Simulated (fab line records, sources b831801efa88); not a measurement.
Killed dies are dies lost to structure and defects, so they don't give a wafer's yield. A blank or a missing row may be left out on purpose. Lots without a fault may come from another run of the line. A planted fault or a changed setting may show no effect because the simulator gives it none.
Which tool did it? | flow gf180mcu | 13 lots, 39 wafers sampled, at 3 steps of a route of 602

WHAT THE GAUGES READ, wafer by wafer
GF_M5_OVL_MEAS_08. Usual: M5_OVL 1 nm, standard deviation 5.
lot  | measured     | on         | M5_OVL (nm) | flag
L734 | day 26 13:31 | overlay-01 | 7 -9 6      |
L735 | day 26 18:59 | overlay-02 | -3 1 -2     |
L737 | day 27 09:32 | overlay-01 | 4 1 8       |
L739 | day 28 02:29 | overlay-01 | -2 -6 1     |
L738 | day 28 04:44 | overlay-01 | -1 -2 -1    |
L747 | day 30 17:22 | overlay-01 | 7 -7 -2     |
L750 | day 31 07:02 | overlay-01 | 0 -3 10     |
L751 | day 31 14:35 | overlay-01 | -2 -4 -5    |
L752 | day 31 21:13 | overlay-02 | 4 9 -2      |
L753 | day 32 01:31 | overlay-02 | 0 6 0       |
L755 | day 32 11:53 | overlay-02 | -1 2 0      |
L756 | day 32 18:41 | overlay-01 | -2 0 -2     |
L757 | day 32 21:31 | overlay-01 | 13 2 9      |

WHICH TOOL RAN EACH LOT (tool, then ch and the chambers of the sampled wafers, then the start)
lot  | GF_CONTACT_CVD_24             | GF_V4_CVD_23
L734 | cvd_w-01 ch 0,1, day 16 08:41 | cvd_w-01 ch 0,1, day 24 17:21
L735 | cvd_w-01 ch 0,1, day 16 14:40 | cvd_w-01 ch 0,1, day 24 22:46
L737 | cvd_w-02 ch 0,1, day 17 05:27 | cvd_w-02 ch 0,1, day 25 14:22
L739 | cvd_w-02 ch 0,1, day 18 00:19 | cvd_w-01 ch 0,1, day 26 07:41
L738 | cvd_w-02 ch 0,1, day 18 04:03 | cvd_w-01 ch 0,1, day 26 10:13
L747 | cvd_w-02 ch 0,1, day 21 07:53 | cvd_w-01 ch 0, day 29 02:19
L750 | cvd_w-01 ch 0,1, day 22 02:08 | cvd_w-01 ch 0,1, day 29 17:29
L751 | cvd_w-02 ch 0,1, day 22 13:07 | cvd_w-02 ch 0,1, day 30 01:52
L752 | cvd_w-01 ch 0,1, day 22 21:09 | cvd_w-01 ch 0,1, day 30 07:56
L753 | cvd_w-02 ch 0,1, day 23 03:40 | cvd_w-02 ch 0,1, day 30 13:34
L755 | cvd_w-02 ch 0,1, day 23 17:07 | cvd_w-01 ch 0,1, day 30 23:37
L756 | cvd_w-02 ch 0,1, day 24 03:05 | cvd_w-01 ch 0,1, day 31 07:26
L757 | cvd_w-01 ch 0,1, day 24 07:02 | cvd_w-02 ch 0,1, day 31 09:30
- GF_CONTACT_CVD_24: deposits W, target thk 300 nm, time 90.339 s.
- GF_V4_CVD_23: deposits W, target thk 350 nm, time 104.9 s.

WHAT THE TOOLS THEMSELVES READ (means of the sampled wafers that have a number; where no wafer has one, the mark that the record gives instead)
GF_CONTACT_CVD_24. Usual: chamber_pressure_Torr 39.99 Torr, standard deviation 0.084; heater_power_outer_w 544 W, standard deviation 53; heater_power_w 881 W, standard deviation 63.
lot  | tool     | chamber_pressure_Torr (Torr) | heater_power_outer_w (W) | heater_power_w (W) | flag
L734 | cvd_w-01 | 39.90                        | 556                      | 908                |
L735 | cvd_w-01 | 39.96                        | 532                      | 887                |
L737 | cvd_w-02 | 40.00                        | 542                      | 878                |
L739 | cvd_w-02 | 39.91                        | 564                      | 889                |
L738 | cvd_w-02 | 39.97                        | 557                      | 892                |
L747 | cvd_w-02 | 40.03                        | 570                      | 878                |
L750 | cvd_w-01 | 40.01                        | 543                      | 887                |
L751 | cvd_w-02 | 40.00                        | 520                      | 832                |
L752 | cvd_w-01 | 39.93                        | 560                      | 922                |
L753 | cvd_w-02 | 40.05                        | 561                      | 898                |
L755 | cvd_w-02 | 39.95                        | 524                      | 838                |
L756 | cvd_w-02 | 39.99                        | 517                      | 849                |
L757 | cvd_w-01 | 40.02                        | 542                      | 900                |

GF_V4_CVD_23. Usual: chamber_pressure_Torr 40.00 Torr, standard deviation 0.098; heater_power_outer_w 552 W, standard deviation 51; heater_power_w 903 W, standard deviation 64.
lot  | tool     | chamber_pressure_Torr (Torr) | heater_power_outer_w (W) | heater_power_w (W) | flag
L734 | cvd_w-01 | 39.97                        | 567                      | 930                |
L735 | cvd_w-01 | 40.03                        | 531                      | 909                |
L737 | cvd_w-02 | 40.01                        | 565                      | 893                |
L739 | cvd_w-01 | 40.05                        | 563                      | 910                |
L738 | cvd_w-01 | 39.89                        | 568                      | 924                |
L747 | cvd_w-01 | 40.09                        | 599                      | 964                |
L750 | cvd_w-01 | 39.97                        | 536                      | 893                |
L751 | cvd_w-02 | 39.92                        | 570                      | 910                |
L752 | cvd_w-01 | 40.07                        | 549                      | 902                |
L753 | cvd_w-02 | 39.97                        | 565                      | 901                |
L755 | cvd_w-01 | 39.97                        | 577                      | 949                |
L756 | cvd_w-01 | 39.96                        | 582                      | 932                |
L757 | cvd_w-02 | 40.18                        | 570                      | 901                |

THE ANSWER, worked out from the rows above alone
Rule: a lot is off if the mean of its wafers that have a number lies more than 3 standard deviations from the usual mean. A lot without any number at a reading at which 4 lots or more have one is off too. The other lots that the step has rows for count as sound. The gauges are gone through in route order, then the tools' own readings, and for those a lot's mean is taken as printed above. The first step at which some lot is off is used, and at that step the reading that is off furthest; a lot without a number counts as furthest.
No lot is off at any reading shown: from this, nothing can be told.

WHAT THE SIMULATOR HAD PUT IN
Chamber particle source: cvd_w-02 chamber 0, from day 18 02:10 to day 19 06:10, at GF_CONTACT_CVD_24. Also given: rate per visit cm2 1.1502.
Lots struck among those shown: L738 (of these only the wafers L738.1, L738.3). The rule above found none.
